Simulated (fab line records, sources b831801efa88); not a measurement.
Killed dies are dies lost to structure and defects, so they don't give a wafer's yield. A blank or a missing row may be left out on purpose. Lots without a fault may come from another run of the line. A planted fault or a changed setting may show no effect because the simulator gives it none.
Problem report in the 8D (eight disciplines) form, filled by code | flow sky130 | the parts of the form that need people (team, actions taken, sign-off) are left out

1. THE PROBLEM
run_length_s at SKY_FIELD_ISO_WET_ETCH_28 reads a mean of 134.1 s on 9 wafers of 3 lots; wafers without a fault read 74.4 s with a standard deviation of 2.9. That is +21 standard deviations from the usual mean.
The step: etches SiO2 in dHF, target depth 23.7 nm, time 47 s.
First seen on wafer L766.3, day 4 02:12, on wet_bench-01. The record holds 39 wafers of 13 lots with a number at this step. Rule for "out", or "out of limits": more than 4 standard deviations from the usual mean. The other wafers with a number count as sound.

2. WHAT IT IS AND WHAT IT IS NOT
question                    | is                     | is not
which readings at this step | run_length_s           | -
which lots                  | L766, L767, L769       | L759, L762, L763, L764, L765, L768, L778, L780, L781, L782
which wafers of those lots  | all that have a number | -
read on which tools         | wet_bench-01           | wet_bench-03, wet_bench-04
when                        | from day 4 02:12       | up to then (15 sound wafers); but 15 sound wafers of L768, L778, L780, L781, L782 came after

3. SUSPECTS, AND WHAT RULES EACH OUT
Counting: a tool at a process step up to the reading stays a suspect if it ran every lot that is out and no sound lot after the first of them.
- wet_bench-01 at SKY_FIELD_ISO_WET_ETCH_28 (etches SiO2 in dHF, target depth 23.7 nm, time 47 s): kept. It ran every lot that is out, first L766 (day 4 02:12), and no sound lot after that; its last sound lot up to then is L765 (day 3 16:32). Its own readings are out on those wafers: run_length_s.
Left after counting: wet_bench-01 at SKY_FIELD_ISO_WET_ETCH_28.

4. THE CAUSE (what the simulator had put in)
Process parameter drift: wet_bench-01, from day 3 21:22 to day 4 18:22, at SKY_FIELD_ISO_WET_ETCH_28. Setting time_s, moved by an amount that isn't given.
Counting left only this tool.

5. THE CHAIN OF EFFECTS, in route order
Each row: a reading whose mean over the struck wafers that have a number lies more than 3 standard deviations from the usual. Only readings for which the record gives a usual standard deviation are gone through. hours: the time from each lot's start at the first step in this table that gives one to its start at this step, as a median over the lots. sigmas: the change in usual standard deviations.
hours | step                      | reading      | usual  | on struck wafers | change | sigmas
0     | SKY_FIELD_ISO_WET_ETCH_28 | run_length_s | 74.4 s | 134.1            | +59.7  | +21
The process steps in it:
- SKY_FIELD_ISO_WET_ETCH_28: etches SiO2 in dHF, target depth 23.7 nm, time 47 s.

6. WHAT WOULD HAVE CAUGHT IT SOONER
In this record the first reading out of limits was taken at day 4 02:12, 5 hours after the fault began at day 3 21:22.
